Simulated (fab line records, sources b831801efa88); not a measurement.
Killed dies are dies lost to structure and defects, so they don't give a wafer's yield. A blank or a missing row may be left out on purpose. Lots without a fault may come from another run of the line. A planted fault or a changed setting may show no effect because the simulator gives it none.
Which tool did it? | flow gf180mcu | 12 lots, 36 wafers sampled, at 2 steps of a route of 602

WHAT THE GAUGES READ, wafer by wafer
GF_M2_CD_MEAS_14: target cd 280 nm.
lot  | measured     | on        | cd_nm (nm)
L075 | day 19 17:12 | cd_sem-02 | 281.2 282.1 280.4
L077 | day 20 08:42 | cd_sem-02 | 280.5 281.0 281.6
L079 | day 21 08:27 | cd_sem-02 | 281.3 281.5 280.6
L081 | day 22 03:47 | cd_sem-02 | 281.7 280.7 281.3
L083 | day 22 15:17 | cd_sem-02 | 278.8 278.8 280.2
L085 | day 23 08:39 | cd_sem-02 | 280.2 280.7 279.4
L087 | day 23 20:28 | cd_sem-02 | 281.5 281.1 280.1
L089 | day 24 15:22 | cd_sem-02 | 281.9 281.9 281.3
L091 | day 25 11:11 | cd_sem-02 | 280.1 278.8 279.0
L093 | day 25 18:26 | cd_sem-01 | 278.6 279.1 279.6
L095 | day 26 13:22 | cd_sem-01 | 277.6 278.8 278.6
L097 | day 27 02:55 | cd_sem-01 | 280.1 280.1 280.6

WHICH TOOL RAN EACH LOT (tool, then ch and the chambers of the sampled wafers, then the start)
lot  | GF_SAB_STRIP_13
L075 | plasma_asher-02 ch 0,1, day 15 13:46
L077 | plasma_asher-02 ch 0,1, day 16 02:00
L079 | plasma_asher-04 ch 0,1, day 17 01:20
L081 | plasma_asher-02 ch 0,1, day 17 21:30
L083 | plasma_asher-02 ch 0,1, day 18 10:38
L085 | plasma_asher-01 ch 0,1, day 19 04:07
L087 | plasma_asher-02 ch 0,1, day 19 17:13
L089 | plasma_asher-04 ch 0,1, day 20 13:43
L091 | plasma_asher-02 ch 0, day 21 10:44
L093 | plasma_asher-02 ch 0,1, day 21 20:11
L095 | plasma_asher-04 ch 0,1, day 22 16:48
L097 | plasma_asher-01 ch 0,1, day 23 08:54
- GF_SAB_STRIP_13: strips in O2/N2.

THE ANSWER, worked out from the rows above alone
Rule: what is usual is taken from the lots themselves. Put in order of their means at a reading, lots are off if they are a third of the lots or fewer, leave a main group of 4 or more, and stand apart from it by a gap of 3 or more times the standard deviation of the main group's means; of several such gaps the widest counts. A main group whose means are all the same, to the digits that the tables above print for the reading, isn't used. A lot without any number at a reading at which 4 lots or more have one is off too. The other lots that the step has rows for count as sound.
No lot is off at any reading shown: from this, nothing can be told.

WHAT THE SIMULATOR HAD PUT IN
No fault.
